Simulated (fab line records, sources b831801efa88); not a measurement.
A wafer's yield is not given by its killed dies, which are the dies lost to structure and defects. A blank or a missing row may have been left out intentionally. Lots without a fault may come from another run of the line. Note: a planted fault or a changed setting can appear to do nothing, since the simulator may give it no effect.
A single fault, viewed from 2 desks :: flow sfqLine :: only its own numbers are on each desk; what lay behind them is given at the end

DESK OF THE TOOL OWNER: krfScanner-02
The tool's own readings at SFQ_TRILAYER_M1_LITHO_EXPOSE_040 (exposes mask M1, target cd 500 nm): means of the sampled wafers that have a number, for each lot that ran on this tool. The brackets show how far a lot's mean lies from the usual mean; more than 4 standard deviations puts the lot out of limits, marked OUT.
Columns: A = exposureDoseMJCm2 at SFQ_TRILAYER_M1_LITHO_EXPOSE_040, usual 14.399; B = stageVelMmS at SFQ_TRILAYER_M1_LITHO_EXPOSE_040, usual 499.96 mm/s
lot: L268
first seen here: day 24 11:56
A: 14.404
B: 499.95

lot: L269
first seen here: day 25 14:32
A: 14.399
B: 500.07

lot: L278
first seen here: day 27 23:05
A: 14.400
B: 500.10

lot: L279
first seen here: day 28 03:41
A: 14.376
B: 499.87

lot: L280
first seen here: day 28 13:05
A: 14.397
B: 499.93

lot: L281
first seen here: day 28 20:17
A: 14.818 (+26) OUT
B: 500.12

lot: L282
first seen here: day 29 12:05
A: 14.794 (+25) OUT
B: 500.15

lot: L284
first seen here: day 30 19:28
A: 14.802 (+25) OUT
B: 499.99

lot: L285
first seen here: day 30 20:40
A: 14.782 (+24) OUT
B: 499.82
Finding of this desk: L281, L282, L284, L285 out of limits; the first was L281 at day 28 20:17, on exposureDoseMJCm2 at SFQ_TRILAYER_M1_LITHO_EXPOSE_040. L268, L269, L278, L279, L280 stayed within limits.

METROLOGY DESK
Lot by lot, what the gauges showed, no matter which tool ran the lot: averages of those sampled wafers that carry a number. The brackets show how far a lot's mean lies from the usual mean; more than 4 standard deviations puts the lot out of limits, marked OUT.
Columns: A = INCOMING_BOW at SFQ_INCOMING_BOW_MEAS_900, usual 0 um; B = I0_OVL at SFQ_I0_OVL_MEAS_908, usual -2 nm
lot: L268
first seen here: day 1 10:01
A: 4
B: -1

lot: L269
first seen here: day 1 15:02
A: 3
B: 1

lot: L270
first seen here: day 1 20:01
A: 5
B: 0

lot: L271
first seen here: day 2 01:01
A: -3
B: 7

lot: L272
first seen here: day 2 06:02
A: 3
B: 3

lot: L273
first seen here: day 2 11:01
A: 1
B: -4

lot: L276
first seen here: day 3 02:00
A: -1
B: 0

lot: L277
first seen here: day 3 07:01
A: 0
B: -1

lot: L278
first seen here: day 3 12:01
A: 4
B: -11

lot: L279
first seen here: day 3 17:00
A: 4
B: -7

lot: L280
first seen here: day 3 22:00
A: -2
B: -5

lot: L281
first seen here: day 4 03:00
A: 8
B: 2

lot: L282
first seen here: day 4 08:01
A: -4
B: -3

lot: L283
first seen here: day 4 13:02
A: 3
B: -3

lot: L284
first seen here: day 4 18:01
A: 1
B: -2

lot: L285
first seen here: day 4 23:01
A: -6
B: -1
This desk found nothing out of limits on any of the 16 lots.

ALL TOGETHER
The tool owner's desk could have raised an alarm at day 28 20:17, on L281, L282, L284, L285.
Nothing out of limits was seen by the metrology desk.
The metrology desk has L281, L282, L284, L285 on record, within its limits.
SFQ_TRILAYER_M1_LITHO_EXPOSE_040 was run on krfScanner-02 by each of the lots named.

WHAT WAS PUT IN BY THE SIMULATOR
Process parameters drifting: krfScanner-02 at SFQ_TRILAYER_M1_LITHO_EXPOSE_040, beginning at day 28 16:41. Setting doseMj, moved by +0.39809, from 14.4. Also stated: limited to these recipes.
Struck lots among those shown: L281, L282, L284, L285.
Hours from the fault's start to each desk's first reading out of limits: the tool owner's desk, 4.
